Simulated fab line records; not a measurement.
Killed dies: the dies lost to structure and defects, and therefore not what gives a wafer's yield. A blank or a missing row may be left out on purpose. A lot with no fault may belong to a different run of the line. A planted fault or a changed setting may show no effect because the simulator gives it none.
Lot-split experiment ; flow gf180mcu ; 23 wafers read across 5 lots, on a route 602 steps long

== ABOUT THE SPLIT ==
At GF_HV_LDD_DEVELOP_18 (develop time 60 s), the setting develop-time-s was moved away from the recipe's 60 s on 6 of the 23 wafers read, by -11.6% to +14.8%. The other wafers ran this setting at the recipe's value.

No step appears in the file between the split and the reading.

== THE READING ==
Shown in nm: cd-nm at GF_HV_LDD_CD_MEAS_19, with target cd 400 nm. On this fab line, fault-free wafers typically give 400.8 nm with a standard deviation of 2.5 nm.

wafer;tool, chamber at the split;develop-time-s as run, s;against the recipe;cd-nm, nm;against lot-mates on the recipe
L075.1;litho-track-02, 0;60;recipe;402.5;-
L075.2;litho-track-02, 0;53.03;-11.6%;390.8;-11.1
L075.3;litho-track-02, 0;60;recipe;401.3;-
L075.4;litho-track-02, 0;53.03;-11.6%;392.1;-9.8
L075.5;litho-track-02, 0;53.03;-11.6%;391.8;-10.1
L076.2;litho-track-01, 0;60;recipe;401.9;-
L076.3;litho-track-01, 0;60;recipe;403.2;-
L076.4;litho-track-01, 0;60;recipe;400.3;-
L076.5;litho-track-01, 0;60;recipe;400.5;-
L076.6;litho-track-01, 0;60;recipe;399.8;-
L082.1;litho-track-03, 0;60;recipe;395.8;-
L082.2;litho-track-03, 0;60;recipe;396.6;-
L082.4;litho-track-03, 0;60;recipe;396.9;-
L082.5;litho-track-03, 0;60;recipe;397.9;-
L082.6;litho-track-03, 0;60;recipe;396.9;-
L083.1;litho-track-01, 0;68.9;+14.8%;416.5;+12.3
L083.2;litho-track-01, 0;60;recipe;405.2;-
L083.3;litho-track-01, 0;68.9;+14.8%;417.9;+13.7
L083.4;litho-track-01, 0;60;recipe;403.2;-
L083.6;litho-track-01, 0;68.9;+14.8%;416.2;+12.0
L084.2;litho-track-02, 0;60;recipe;400.5;-
L084.3;litho-track-02, 0;60;recipe;403.7;-
L084.5;litho-track-02, 0;60;recipe;402.7;-

THE FIT
A straight line over all 23 wafers: cd-nm changes by +0.971 nm for each +1% of develop-time-s; r = +0.93; the points scatter about the line by 2.7 nm.
The same after taking each lot's own level away (the mean of its wafers on the recipe; 23 wafers): +0.868 nm for each +1%; r = +0.99; scatter 1 nm.
Per that fit: largest develop-time-s move, reading shift of 13 nm.
Across the lots, their own levels run from 396.82 to 404.20 nm, a range of 3.0 times the standard deviation given above.
Thus the slope moves with the lot-to-lot level: the two fits are different.
Check: with one of the wafers moved furthest among these (+14.8%) left out of the fit, the line predicts +13 nm for it against its lot-mates. Against them it came out at +12.3 nm.

== ADDITIONAL SPLITS CARRIED BY THESE WAFERS ==
Note: prior to the reading, these wafers also went through further splits. Each is held against what the fit with the lots' levels taken away leaves over:
other split on the same wafers;wafers away from the commonest value;r with cd-nm (lot level and that fit taken away)
GF_POLY_GATE_CVD_00 time-s;18;-0.01
GF_POLY_GATE_DEVELOP_09 dev-temp-c;5;+0.09
GF_POLY_GATE_OXIDATION_16 ox-time-s;18;+0.01
GF_HV_LDD_DEVELOP_06 develop-time-s;6;-0.19

== THE FILE'S OWN FIT ==
cd-nm changes by +0.867 nm for each +1% of develop-time-s, r = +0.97.
